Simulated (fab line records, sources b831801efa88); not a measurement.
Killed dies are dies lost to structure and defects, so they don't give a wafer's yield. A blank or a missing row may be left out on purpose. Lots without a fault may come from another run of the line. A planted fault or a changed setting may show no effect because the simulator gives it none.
Problem report in the 8D (eight disciplines) form, filled by code | flow sky130 | the parts of the form that need people (team, actions taken, sign-off) are left out

1. THE PROBLEM
bias_w at SKY_FIELD_ISO_ETCH_17 reads a mean of 159.2 W on 6 wafers of 2 lots; wafers without a fault read 150.0 W with a standard deviation of 0.44. That is +21 standard deviations from the usual mean.
The step: etches Si in HBr/Cl2/O2, target depth 342 nm, time 97.7 s.
First seen on wafer L110.1, day 4 10:10, on rie_si-01. The record holds 36 wafers of 12 lots with a number at this step. Rule for "out", or "out of limits": more than 4 standard deviations from the usual mean. The other wafers with a number count as sound.

2. WHAT IT IS AND WHAT IT IS NOT
question                    | is                     | is not
which readings at this step | bias_w                 | drypump_motor_current_A, mfc_cl2_sccm, rf_fwd_power_W
which lots                  | L110, L111             | L101, L102, L103, L104, L105, L106, L107, L117, L119, L121
which wafers of those lots  | all that have a number | -
read on which tools         | rie_si-01              | rie_si-02
when                        | from day 4 10:10       | up to then (21 sound wafers); but 9 sound wafers of L117, L119, L121 came after

3. SUSPECTS, AND WHAT RULES EACH OUT
Counting: a tool at a process step up to the reading stays a suspect if it ran every lot that is out and no sound lot after the first of them.
- rie_si-01 at SKY_FIELD_ISO_ETCH_17 (etches Si in HBr/Cl2/O2, target depth 342 nm, time 97.7 s): kept. It ran every lot that is out, first L110 (day 4 10:10), and no sound lot after that; its last sound lot up to then is L106 (day 3 14:19). Its own readings are out on those wafers: bias_w.
Left after counting: rie_si-01 at SKY_FIELD_ISO_ETCH_17.

4. THE CAUSE (what the simulator had put in)
Process parameter drift: rie_si-01, from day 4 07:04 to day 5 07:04, at SKY_FIELD_ISO_ETCH_17. Setting bias_w, moved by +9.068, from 150. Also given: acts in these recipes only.
Counting left only this tool.

5. THE CHAIN OF EFFECTS, in route order
Each row: a reading whose mean over the struck wafers that have a number lies more than 3 standard deviations from the usual. Only readings for which the record gives a usual standard deviation are gone through. hours: the time from each lot's start at the first step in this table that gives one to its start at this step, as a median over the lots. sigmas: the change in usual standard deviations.
hours | step                  | reading | usual   | on struck wafers | change | sigmas
0     | SKY_FIELD_ISO_ETCH_17 | bias_w  | 150.0 W | 159.2            | +9.2   | +21
The process steps in it:
- SKY_FIELD_ISO_ETCH_17: etches Si in HBr/Cl2/O2, target depth 342 nm, time 97.7 s.
Later measuring or inspecting steps at which every struck wafer that the step has a row for has a number for every such reading, and none has moved that far: SKY_NWELL_OVL_MEAS_23.

6. WHAT WOULD HAVE CAUGHT IT SOONER
In this record the first reading out of limits was taken at day 4 10:10, 3 hours after the fault began at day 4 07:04.
